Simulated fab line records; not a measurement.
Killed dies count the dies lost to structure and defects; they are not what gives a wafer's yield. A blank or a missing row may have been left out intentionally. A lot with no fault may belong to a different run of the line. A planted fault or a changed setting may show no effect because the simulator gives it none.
fab line records	flow sky130
record lots=5	wafers=15	lastDay=52
route steps=708 shown METAL5@671 PASSIVATION@681 PAD_OPEN@694
lots that met no fault: taken from a fault-free run of the same line
startH: the number of hours between the record's first day and the start of the first shown wafer of the lot	waitH: hours since the lot's step before	" the same as in the row above	L1.1+2: several wafers, shown together as one row	- either no value or no given start	* or withheld: withheld	< > ~ a bound
route shown NAME@n: names a module that has steps shown in the file, with the first one's number in the route	usual: mean and standard deviation over wafers with no fault	same: alike in all rows	chamber/n: place in a boat	sites: the reading at each site	_std_site: the values' standard deviation	_edge_site: outer sites' mean less inner sites'	radiusMm: how far each site lies from the wafer's centre	mask NAME#n: copy n	behind: the most recent tool/chamber to have shaped the wafer	hold: cause of the lot's hold/its duration in hours/its outcome	device: which transistor (n, p or np) failed to switch	end of line: the same wafers' tests at the end of the route	step lacking rows: just its recipe	killed: dies that structure and defects cost at the first sort, which is not the same as the wafer's yield	map: a wafer's dies, x killed, . not, _ none there
set.NAME: the setting that was run; set.NAME@STEP: the one run at that earlier step	model.NAME: the simulator's own value behind a step, which no gauge read
certain route steps with their lots: each step a table, each wafer a row
services: a tool's chamber out of use, with start hour (startH, from the record's first day; less than 0 if before it), hours out, and reason
## steps
# step SKY_METAL5_SOFTBAKE_10
# recipe tempC=90	timeS=60	resist=NOVOLAK
# step SKY_METAL5_EXPOSE_11
# recipe maskId=MM5	na=0.6	sourceShape=conventional	sigmaOuter=0.6	polarization=unpolarized	targetCdNm=1600	doseMj=190
# step SKY_METAL5_PEB_12
# recipe tempC=withheld	timeS=*	resist=NOVOLAK
# step SKY_METAL5_DEVELOP_13
# recipe resist=NOVOLAK	developer=TMAH	developTimeS=60	devTempC=23
# step SKY_METAL5_DESCUM_14
# recipe chemistry=O2	sourcePowerW=150	biasPowerW=0	pressureMtorr=10	tempC=40	timeS=11
# usual drypumpMotorCurrentA=5.8/0.47	oesProductAu=0.995/0.0088	rfFwdPowerW=147.2/0.67
lot.wafer	tool	chamber	startH	waitH	drypumpMotorCurrentA	oesProductAu	rfFwdPowerW	rfHoursCounterH
L448.4	rieMetal-01	0	990.87	0.1	5.7	0.981	146.2	-
L448.5	"	0	"	"	5.6	0.976	146.0	-
L448.6	"	1	"	"	5.3	0.989	146.9	-
L451.2	rieMetal-02	1	993.86	0.1	6.1	1.003	147.4	16
L451.5	"	0	"	"	6.5	0.982	147.3	-
L451.6	"	1	"	"	6.2	1.001	147.6	-
L459.3	rieMetal-02	0	1040.60	0.1	6.4	1.001	147.6	-
L459.5	"	0	"	"	6.5	0.998	147.3	-
L459.6	"	1	"	"	6.2	1.002	148.0	-
L460.1	rieMetal-01	0	1047.91	0.1	5.6	0.983	146.2	21
L460.3	"	0	"	"	5.7	0.983	146.4	-
L460.6	"	0	"	"	5.7	0.992	146.3	-
L471.1	rieMetal-03	0	1207.44	0.1	5.1	0.991	147.6	32
L471.4	"	1	"	"	5.6	0.995	146.6	-
L471.6	"	0	"	"	5.1	0.998	147.7	-
# step SKY_METAL5_METAL_ETCH_15
# recipe targetDepthA=12600	stopOn=SiO2	overEtchFrac=0.2	timeS=252	chemistry=Cl2/BCl3	resistSidewallDeg=86	pressureMtorr=10	icpW=900	biasW=48.5	Cl2_flow_sccm=60	bcl3FlowSccm=30
# step SKY_METAL5_STRIP_16
# recipe chemistry=O2/N2	powerW=1400	pressureMtorr=1500	platenTempC=withheld	o2FlowSccm=3000	n2FlowSccm=300	overashFraction=0.5
# usual drypumpMotorCurrentA=5.8/0.34	oesProductAu=0.711/0.0041	stripTimeToEndpointS=13.14/0.14
lot.wafer	tool	chamber	startH	waitH	drypumpMotorCurrentA	oesProductAu	rfHoursCounterH	stripTimeToEndpointS
L448.4	plasmaAsher-01	1	991.17	0.1	6.0	0.707	-	13.25
L448.5	"	0	"	"	5.3	0.713	-	13.33
L448.6	"	1	"	"	6.0	0.706	-	13.24
L451.2	plasmaAsher-01	0	994.13	0.2	5.2	0.705	82	12.86
L451.5	"	1	"	"	6.1	0.712	-	12.92
L451.6	"	0	"	"	5.2	0.703	-	12.84
L459.3	plasmaAsher-02	0	1040.89	0.1	6.0	0.724	-	13.05
L459.5	"	1	"	"	6.0	0.704	-	12.97
L459.6	"	0	"	"	6.0	0.711	-	12.89
L460.1	plasmaAsher-01	0	1048.45	0.4	5.2	0.712	86	13.26
L460.3	"	1	"	"	6.0	0.717	-	13.22
L460.6	"	1	"	"	6.0	0.713	-	13.27
L471.1	plasmaAsher-01	1	1207.71	0.2	6.0	0.713	100	13.13
L471.4	"	0	"	"	5.2	0.711	-	12.97
L471.6	"	0	"	"	5.2	0.713	-	13.09
# step SKY_METAL5_STRIP_17
# recipe chemistry=postEtchResidueRemover	timeS=1200	tempC=72.5
# step SKY_METAL5_CLEAN_18
# recipe chemistry=IPA	timeS=180	tempC=25
# step SKY_METAL5_CLEAN_19
# recipe chemistry=O3/DIW	dry=n2Spin
# step SKY_PASSIVATION_CVD_00
# recipe material=SiO2	targetThkNm=90	tempC=400	timeS=withheld	rfW=600
# usual heaterPowerW=657/64	rfFwdPowerW=588/3.2
lot.wafer	tool	chamber	startH	waitH	heaterPowerW	rfFwdPowerW
L448.4	pecvd-02	0	991.78	0.0	627	592
L448.5	"	0	"	"	619	590
L448.6	"	2	"	"	623	584
L451.2	pecvd-03	0	994.73	0.0	593	589
L451.5	"	1	"	"	517	581
L451.6	"	0	"	"	612	587
L459.3	pecvd-04	0	1041.49	0.0	656	591
L459.5	"	0	"	"	618	593
L459.6	"	1	"	"	690	587
L460.1	pecvd-02	2	1049.08	0.0	598	584
L460.3	"	0	"	"	624	590
L460.6	"	1	"	"	707	593
L471.1	pecvd-02	1	1208.34	0.0	712	588
L471.4	"	1	"	"	701	588
L471.6	"	1	"	"	734	587
# step SKY_PASSIVATION_THK_MEAS_01
# recipe reads=SiO2_of_PASSIVATION_CVD_00
# usual PASSIVATION_CVD_00_THK=90.6/1.3
lot.wafer	tool	chamber	startH	waitH	PASSIVATION_CVD_00_THK[nm]
L448.4	filmMetro-01	-	991.83	-	89.0
L448.5	"	-	"	"	90.6
L448.6	"	-	"	"	90.7
L451.2	filmMetro-02	-	994.76	-	90.8
L451.5	"	-	"	"	90.8
L451.6	"	-	"	"	92.3
L459.3	filmMetro-04	-	1041.53	-	91.0
L459.5	"	-	"	"	92.6
L459.6	"	-	"	"	90.6
L460.1	filmMetro-01	-	1049.10	-	89.6
L460.3	"	-	"	"	89.6
L460.6	"	-	"	"	90.8
L471.1	filmMetro-01	-	1208.38	-	89.4
L471.4	"	-	"	"	90.0
L471.6	"	-	"	"	90.0
# step SKY_PASSIVATION_CVD_02
# recipe material=Si3N4	targetThkNm=540	tempC=400	timeS=withheld	rfW=450
# usual heaterPowerW=717/80	rfFwdPowerW=449.1/1.4
lot.wafer	tool	chamber	startH	waitH	heaterPowerW	rfFwdPowerW	model.Si3N4_of_PASSIVATION_CVD_02.thkNm
L448.4	pecvd-03	0	991.97	0.1	668	449.2	535.6
L448.5	"	1	"	"	633	448.7	540.5
L448.6	"	2	"	"	782	449.9	551.6
L451.2	pecvd-02	1	994.81	0.0	680	447.9	532.8
L451.5	"	0	"	"	740	446.8	532.5
L451.6	"	2	"	"	696	448.2	531.2
L459.3	pecvd-03	1	1041.57	0.0	548	448.2	533
L459.5	"	0	"	"	743	449.5	544
L459.6	"	2	"	"	832	448.0	651.3
L460.1	pecvd-04	0	1049.16	0.1	662	449.5	538.4
L460.3	"	1	"	"	758	446.7	537
L460.6	"	0	"	"	675	449.8	545
L471.1	pecvd-04	1	1208.44	0.1	870	447.6	536.3
L471.4	"	0	"	"	602	449.5	537.9
L471.6	"	0	"	"	661	451.2	538.2
# step SKY_PASSIVATION_THK_MEAS_03
# recipe reads=Si3N4_of_PASSIVATION_CVD_02
# usual PASSIVATION_CVD_02_THK=539/7.1
lot.wafer	tool	chamber	startH	waitH	hold	PASSIVATION_CVD_02_THK[nm]
L448.4	filmMetro-04	-	992.11	-	-	535
L448.5	"	-	"	"	-	541
L448.6	"	-	"	"	-	551
L451.2	filmMetro-04	-	995.05	-	-	533
L451.5	"	-	"	"	-	532
L451.6	"	-	"	"	-	531
L459.3	filmMetro-01	-	1041.82	-	awaitDispo/0.2h/release	533
L459.5	"	-	"	"	awaitDispo/0.2h/release	544
L459.6	"	-	"	"	awaitDispo/0.2h/release	651
L459.3	filmMetro-01	-	1042.07	0.2	-	534
L459.5	"	-	"	"	-	544
L459.6	"	-	"	"	-	652
L460.1	filmMetro-04	-	1049.39	-	-	539
L460.3	"	-	"	"	-	537
L460.6	"	-	"	"	-	545
L471.1	filmMetro-04	-	1208.77	-	-	536
L471.4	"	-	"	"	-	538
L471.6	"	-	"	"	-	538
# step SKY_PASSIVATION_HMDS_05
# recipe primeTimeS=60	primeTempC=120
# step SKY_PASSIVATION_COAT_06
# recipe spinRpm=2000	resistThkNm=3000
# step SKY_PASSIVATION_SOFTBAKE_07
# recipe tempC=110	timeS=withheld
# step SKY_PASSIVATION_EXPOSE_08
# recipe maskId=NSM	targetCdNm=3000	na=0.57	doseMj=260
# step SKY_PASSIVATION_PEB_09
# recipe tempC=115	timeS=withheld
# step SKY_PASSIVATION_DEVELOP_10
# recipe developTimeS=60	devTempC=23
# step SKY_PASSIVATION_ETCH_11
# recipe chemistry=CF4/O2	targetDepthNm=725	stopOn=AlCu	sourceW=800	biasW=150	pressureMtorr=150	cf4FlowSccm=80	O2_flow_sccm=10	timeS=161.1
# usual O2_flow_sccm=10.00/0.03	drypumpMotorCurrentA=5.9/0.71	oesProductAu=0.977/0.0069	rfFwdPowerW=796.8/2.4	throttleValvePct=5.965/0.0091
lot.wafer	tool	chamber	startH	waitH	O2_flow_sccm	drypumpMotorCurrentA	oesProductAu	rfFwdPowerW	rfHoursCounterH	throttleValvePct	model.PASSIVATION.featureDepthNm	model.etch.depthNm
L448.4	rieDiel-04	1	1015.86	-	9.99	6.3	0.974	793.6	2	5.964	699.8	699.8
L448.5	"	3	"	"	9.97	5.8	0.982	794.3	-	5.971	706.9	706.9
L448.6	"	0	"	"	10.00	6.4	0.982	797.8	-	5.969	715.9	715.9
L451.2	rieDiel-02	0	1018.41	-	10.00	6.7	0.966	796.8	16	5.961	697.8	697.8
L451.5	"	2	"	"	10.01	6.5	0.979	792.5	-	5.975	697.8	697.8
L451.6	"	3	"	"	9.98	6.7	0.972	794.9	-	5.970	696.7	696.7
L459.3	rieDiel-01	1	1062.01	-	10.00	6.2	0.975	795.3	25	5.959	698.8	698.8
L459.5	"	1	"	"	10.04	6.1	0.982	798.2	-	5.972	712.4	712.4
L459.6	"	2	"	"	9.99	6.5	1.006	796.3	-	5.968	741.7	741.7
L460.1	rieDiel-01	3	1068.96	-	10.01	4.6	0.971	797.1	22	5.961	703.5	703.5
L460.3	"	0	"	"	10.03	5.3	0.970	798.8	5	5.960	702.5	702.5
L460.6	"	1	"	"	9.98	6.2	0.975	800.4	-	5.963	710.1	710.1
L471.1	rieDiel-02	1	1223.99	-	9.99	5.2	0.972	796.3	21	5.980	700.3	700.3
L471.4	"	0	"	"	10.05	6.6	0.974	797.0	23	5.990	703.6	703.6
L471.6	"	3	"	"	10.01	6.7	0.976	795.4	-	5.954	703.2	703.2
# step SKY_PASSIVATION_STRIP_12
# recipe chemistry=O2/N2	powerW=1400	pressureMtorr=1500	platenTempC=withheld	overashFraction=0.7	o2FlowSccm=3000	n2FlowSccm=300
# step SKY_PAD_OPEN_DEHYDRATE_00
# recipe tempC=200	timeS=60
# step SKY_PAD_OPEN_HMDS_01
# recipe primeTimeS=60	primeTempC=120
# step SKY_PAD_OPEN_COAT_02
# recipe spinRpm=2000	resistThkNm=3000
# step SKY_PAD_OPEN_SOFTBAKE_03
# recipe tempC=110	timeS=withheld
# step SKY_PAD_OPEN_EXPOSE_04
# recipe maskId=PDM	targetCdNm=60000	na=0.57	doseMj=260
# step SKY_PAD_OPEN_PEB_05
# recipe tempC=115	timeS=withheld
# step SKY_PAD_OPEN_DEVELOP_06
# recipe developTimeS=60	devTempC=23
# step SKY_PAD_OPEN_ETCH_07
# recipe chemistry=CF4/O2	targetDepthNm=725	stopOn=AlCu	sourceW=800	biasW=150	pressureMtorr=150	cf4FlowSccm=80	O2_flow_sccm=10	timeS=161.1
# usual O2_flow_sccm=9.999/0.029	drypumpMotorCurrentA=5.6/0.75	oesProductAu=0.976/0.0078	rfFwdPowerW=796.6/2.8	throttleValvePct=5.964/0.01
lot.wafer	tool	chamber	startH	waitH	O2_flow_sccm	drypumpMotorCurrentA	oesProductAu	rfFwdPowerW	rfHoursCounterH	throttleValvePct
L448.4	rieDiel-02	2	1038.21	-	9.993	6.5	0.974	797.3	20	5.973
L448.5	"	3	"	"	10.013	6.7	0.985	796.1	-	5.959
L448.6	"	2	"	"	9.997	6.5	0.988	793.7	-	5.953
L451.2	rieDiel-02	0	1040.56	-	10.006	6.6	0.975	798.2	17	5.969
L451.5	"	3	"	"	9.987	6.8	0.969	794.8	-	5.973
L451.6	"	2	"	"	10.009	6.5	0.974	801.8	-	5.959
L459.3	rieDiel-03	0	1080.94	-	9.977	4.8	0.973	794.7	6	5.961
L459.5	"	1	"	"	10.002	5.4	0.985	794.6	-	5.964
L459.6	"	0	"	"	9.986	4.8	0.997	796.4	-	5.968
L460.1	rieDiel-01	1	1087.99	-	9.984	6.1	0.980	801.7	26	5.961
L460.3	"	0	"	"	10.007	5.3	0.975	797.9	6	5.986
L460.6	"	3	"	"	9.998	4.6	0.991	794.8	-	5.962
L471.1	rieDiel-02	1	1240.31	-	10.011	5.2	0.978	797.0	22	5.959
L471.4	"	2	"	"	10.082	6.5	0.985	796.0	28	5.957
L471.6	"	2	"	"	10.037	6.5	0.977	796.7	-	5.952
# step SKY_PAD_OPEN_STRIP_08
# recipe chemistry=O2/N2	powerW=1400	pressureMtorr=1500	platenTempC=withheld	overashFraction=0.7	o2FlowSccm=3000	n2FlowSccm=300
# usual drypumpMotorCurrentA=5.7/0.32	oesProductAu=0.663/0.0045	stripTimeToEndpointS=37.04/0.13
lot.wafer	tool	chamber	startH	waitH	drypumpMotorCurrentA	oesProductAu	rfHoursCounterH	stripTimeToEndpointS
L448.4	plasmaAsher-01	1	1038.35	0.1	6.0	0.662	-	37.10
L448.5	"	0	"	"	5.2	0.668	-	37.14
L448.6	"	1	"	"	6.0	0.662	-	37.06
L451.2	plasmaAsher-01	1	1040.66	0.1	6.0	0.661	86	37.02
L451.5	"	1	"	"	6.0	0.664	-	36.98
L451.6	"	0	"	"	5.3	0.669	-	37.05
L459.3	plasmaAsher-01	1	1081.08	0.1	6.0	0.662	-	36.91
L459.5	"	0	"	"	5.3	0.662	-	36.92
L459.6	"	1	"	"	6.0	0.662	-	36.95
L460.1	plasmaAsher-04	1	1088.09	0.1	5.9	0.656	35	37.14
L460.3	"	1	"	"	5.9	0.674	-	37.05
L460.6	"	0	"	"	5.6	0.666	-	37.08
L471.1	plasmaAsher-03	0	1240.41	0.1	5.8	0.662	14	37.41
L471.4	"	1	"	"	6.2	0.663	-	37.26
L471.6	"	0	"	"	5.8	0.658	-	37.37
# step SKY_PAD_OPEN_STRIP_09
# recipe chemistry=postEtchResidueRemover	timeS=1200	tempC=72.5
lot.wafer	tool	chamber	startH	waitH	model.Si3N4_of_PASSIVATION_CVD_02.thkNm
L448.4	wetBench-02	2	1038.41	0.0	535.2
L448.5	"	2	"	"	540.2
L448.6	"	2	"	"	551.2
L451.2	wetBench-03	1	1040.76	0.1	532.5
L451.5	"	1	"	"	532.1
L451.6	"	1	"	"	530.8
L459.3	wetBench-01	3	1081.15	0.0	532.6
L459.5	"	3	"	"	543.7
L459.6	"	3	"	"	650.9
L460.1	wetBench-01	3	1088.19	0.1	538
L460.3	"	3	"	"	536.7
L460.6	"	3	"	"	544.6
L471.1	wetBench-01	3	1240.51	0.1	535.9
L471.4	"	3	"	"	537.5
L471.6	"	3	"	"	537.9
# step SKY_PAD_OPEN_CLEAN_10
# recipe chemistry=IPA	timeS=180	tempC=25
# step SKY_PAD_OPEN_PROBE_99
# usual defectLimitedYield=82.5/1.9	killed_at_M0_to_M3=43/7	killed_at_M4_up=2.7/1.6	killedAtContacts=24/5.3	killedAtFrontEnd=16/4.6	killedAtOther=0.3/0.53	killedDies=86/9.3	killedOnRim=17/4	killedOpen=47/6.9	killedShort=38/6.1	sort_bin_3_pad_short=0.9/0.4	sort_bin_5_function=10.3/1.4	sort_bin_6_memory=6.3/1.1	sortNPass=406/9.3	sortYieldPct=82.5/1.9
# same grossDies=492	killedAtBackSide=0	sort_bin_4_leakage[%]=0	sort_bin_8_speed[%]=0
lot.wafer	tool	chamber	startH	waitH	defectLimitedYield[%]	killed_at_M0_to_M3	killed_at_M4_up	killedAtContacts	killedAtFrontEnd	killedAtOther	killedDies	killedOnRim	killedOpen	killedShort	sort_bin_3_pad_short[%]	sort_bin_5_function[%]	sort_bin_6_memory[%]	sortNPass	sortYieldPct[%]
L448.4	prober-02	-	1041.27	0.2	82.7	41	0	30	14	0	85	14	50	35	1.0	12.0	4.3	407	82.7
L448.5	prober-02	-	1041.32	0.2	79.7	52	1	24	22	1	100	20	50	50	1.0	11.6	7.7	392	79.7
L448.6	prober-02	-	1041.37	0.2	82.3	42	3	23	18	1	87	20	49	38	0.8	10.0	6.9	405	82.3
L451.2	prober-02	-	1042.97	0.1	81.5	42	3	26	19	1	91	16	53	38	0.8	9.8	7.9	401	81.5
L451.5	prober-02	-	1043.12	0.2	82.5	43	3	28	11	1	86	13	45	41	1.4	10.8	5.3	406	82.5
L451.6	prober-02	-	1043.17	0.2	83.5	42	3	17	17	2	81	19	39	41	1.2	10.2	5.1	411	83.5
L459.3	prober-02	-	1083.36	0.2	82.7	51	4	14	16	0	85	20	46	39	0.6	12.0	4.7	407	82.7
L459.5	prober-02	-	1083.46	0.2	83.9	39	0	16	23	1	79	15	47	32	1.4	9.6	5.1	413	83.9
L459.6	prober-02	-	1083.51	0.2	83.9	51	1	13	14	0	79	10	48	31	1.0	8.5	6.5	413	83.9
L460.1	prober-01	-	1090.31	0.1	84.6	34	5	27	10	0	76	17	37	38	1.0	8.5	5.9	416	84.6
L460.3	prober-01	-	1090.41	0.2	85.2	37	3	22	11	0	73	18	35	37	0.4	9.6	4.9	419	85.2
L460.6	prober-01	-	1090.56	0.2	82.1	34	1	31	22	0	88	17	46	41	1.0	11.4	5.5	404	82.1
L471.1	prober-02	-	1243.06	0.4	79.3	54	2	27	18	1	102	18	43	59	1.6	12.0	7.1	390	79.3
L471.4	prober-02	-	1243.21	0.5	82.3	40	4	20	22	1	87	10	43	44	0.4	10.4	6.9	405	82.3
L471.6	prober-02	-	1243.31	0.6	81.5	47	2	21	20	1	91	14	55	36	0.8	12.4	5.3	401	81.5
# killed by level:class
L448.4 LI_CONTACT:geometricParticle:open=10 VIA2:geometricParticle:open=10 CONTACT:geometricParticle:open=8 CONTACT:geometricParticle:short=7 METAL1:geometricParticle:short=6 VIA1:geometricParticle:open=6 FIELD_ISO:geometricParticle:open=5 METAL3:geometricParticle:short=4
L448.5 VIA2:geometricParticle:open=12 FIELD_ISO:geometricParticle:short=8 VIA1:geometricParticle:open=8 LI_CONTACT:geometricParticle:open=7 VIA3:geometricParticle:open=6 LOCAL_INTERCONNECT:geometricParticle:short=6 METAL1:geometricParticle:short=6 CONTACT:geometricParticle:short=5
L448.6 LI_CONTACT:geometricParticle:open=10 VIA1:geometricParticle:open=8 POLY_GATE:geometricParticle:short=7 VIA2:geometricParticle:open=7 VIA3:geometricParticle:open=7 CONTACT:geometricParticle:open=6 VIA3:geometricParticle:short=6 METAL1:geometricParticle:short=4
L451.2 LI_CONTACT:geometricParticle:open=10 VIA1:geometricParticle:open=8 CONTACT:geometricParticle:open=7 METAL2:geometricParticle:short=7 VIA3:geometricParticle:open=7 LOCAL_INTERCONNECT:geometricParticle:short=6 VIA2:geometricParticle:open=6 FIELD_ISO:geometricParticle:open=5
L451.5 VIA1:geometricParticle:open=12 CONTACT:geometricParticle:short=10 VIA1:geometricParticle:short=8 CONTACT:geometricParticle:open=7 LI_CONTACT:geometricParticle:open=6 VIA3:geometricParticle:open=6 METAL1:geometricParticle:short=5 METAL2:geometricParticle:short=5
L451.6 VIA1:geometricParticle:open=9 VIA1:geometricParticle:short=8 VIA3:geometricParticle:open=7 POLY_GATE:geometricParticle:short=6 CONTACT:geometricParticle:open=6 METAL2:geometricParticle:short=5 FIELD_ISO:geometricParticle:open=4 LI_CONTACT:geometricParticle:open=4
L459.3 VIA1:geometricParticle:open=19 VIA2:geometricParticle:open=9 POLY_GATE:geometricParticle:open=6 VIA1:geometricParticle:short=6 VIA2:geometricParticle:short=5 FIELD_ISO:geometricParticle:short=4 METAL4:geometricParticle:short=4 CONTACT:geometricParticle:short=4
L459.5 POLY_GATE:geometricParticle:open=8 VIA1:geometricParticle:open=8 CONTACT:geometricParticle:open=8 VIA3:geometricParticle:open=6 VIA2:geometricParticle:open=5 METAL1:geometricParticle:short=5 POLY_GATE:geometricParticle:short=4 VIA2:geometricParticle:short=4
L459.6 VIA1:geometricParticle:open=19 METAL2:geometricParticle:short=7 FIELD_ISO:geometricParticle:open=5 POLY_GATE:geometricParticle:open=5 METAL1:geometricParticle:short=5 LI_CONTACT:geometricParticle:open=4 LI_CONTACT:geometricParticle:short=4 VIA1:geometricParticle:short=4
L460.1 CONTACT:geometricParticle:open=11 METAL1:geometricParticle:short=8 LOCAL_INTERCONNECT:geometricParticle:short=5 LI_CONTACT:geometricParticle:open=4 METAL4:geometricParticle:short=4 METAL2:geometricParticle:short=4 VIA1:geometricParticle:open=4 FIELD_ISO:geometricParticle:open=3
L460.3 VIA1:geometricParticle:open=10 CONTACT:geometricParticle:open=8 VIA3:geometricParticle:open=6 METAL1:geometricParticle:short=5 METAL2:geometricParticle:short=5 LI_CONTACT:geometricParticle:short=4 VIA2:geometricParticle:open=4 POLY_CUT:geometricParticle:short=3
L460.6 CONTACT:geometricParticle:open=12 CONTACT:geometricParticle:short=9 VIA1:geometricParticle:open=7 POLY_GATE:geometricParticle:short=6 VIA3:geometricParticle:open=6 METAL2:geometricParticle:short=6 FIELD_ISO:geometricParticle:short=5 LI_CONTACT:geometricParticle:open=5
L471.1 CONTACT:geometricParticle:open=15 VIA1:geometricParticle:open=12 METAL2:geometricParticle:short=10 FIELD_ISO:geometricParticle:short=7 VIA1:geometricParticle:short=6 LOCAL_INTERCONNECT:geometricParticle:short=5 VIA3:geometricParticle:short=5 METAL3:geometricParticle:short=5
L471.4 VIA1:geometricParticle:open=10 CONTACT:geometricParticle:open=9 FIELD_ISO:geometricParticle:short=6 VIA2:geometricParticle:open=6 POLY_GATE:geometricParticle:short=5 FIELD_ISO:geometricParticle:open=4 METAL2:geometricParticle:short=4 METAL4:geometricParticle:short=4
L471.6 CONTACT:geometricParticle:open=13 VIA1:geometricParticle:open=13 METAL2:geometricParticle:short=13 VIA2:geometricParticle:open=8 FIELD_ISO:geometricParticle:open=6 POLY_GATE:geometricParticle:short=5 VIA3:geometricParticle:open=4 LOCAL_INTERCONNECT:geometricParticle:short=3
## services
tool	chamber	startH	hours	kind
pecvd-02	1	976.02	17.7	repair
rieDiel-02	1	985.74	22.1	repair
rieDiel-01	0	989.74	20.7	repair
rieDiel-01	-	989.89	1.6	repair
rieDiel-01	-	991.54	0.7	repair
rieDiel-01	2	995.97	1.2	repair
rieDiel-01	2	1010.36	4.6	repair
plasmaAsher-01	-	1021.54	10.0	pm
pecvd-04	-	1027.15	2.8	pm
rieDiel-01	1	1036.40	5.5	repair
pecvd-03	1	1047.14	3.2	repair
pecvd-03	-	1047.43	0.7	repair
pecvd-03	-	1053.86	6.0	pm
pecvd-02	-	1059.67	1.7	repair
plasmaAsher-01	-	1065.54	1.4	repair
pecvd-04	0	1081.26	3.5	repair
plasmaAsher-01	-	1096.35	14.6	pm
pecvd-04	-	1099.78	0.5	repair
pecvd-03	-	1108.06	0.5	repair
pecvd-02	-	1111.59	0.7	repair
rieDiel-02	-	1123.49	2.8	repair
rieDiel-01	0	1125.41	3.9	repair
rieDiel-02	0	1158.50	4.3	repair
rieDiel-02	1	1231.26	1.5	repair
## key
firstSign step=SKY_PASSIVATION_THK_MEAS_03	reading=visit	direction=added
effect step=SKY_PASSIVATION_THK_MEAS_03	reading=PASSIVATION_CVD_02_THK	direction=up	sigmas=16	usual=539	struck=651
effect step=SKY_PASSIVATION_ETCH_11	reading=oesProductAu	direction=up	sigmas=4.2	usual=0.977	struck=1.006
modelEffect step=SKY_PASSIVATION_CVD_02	value=Si3N4_of_PASSIVATION_CVD_02.thkNm	without=544.5	struck=651.3
modelEffect step=SKY_PASSIVATION_ETCH_11	value=PASSIVATION.featureDepthNm	without=709.8	struck=741.7
modelEffect step=SKY_PAD_OPEN_STRIP_09	value=Si3N4_of_PASSIVATION_CVD_02.thkNm	without=544.1	struck=650.9
metAt SKY_PASSIVATION_CVD_02
struckWafers L459.6
onsetBetween 991.97 1041.57
fault kind=processParameterDrift	tool=pecvd-03	chamber=2	onsetH=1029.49	steps=SKY_PASSIVATION_CVD_02	channel=timeS	offset=withheld	shape=step	endH=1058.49	actsIn=*
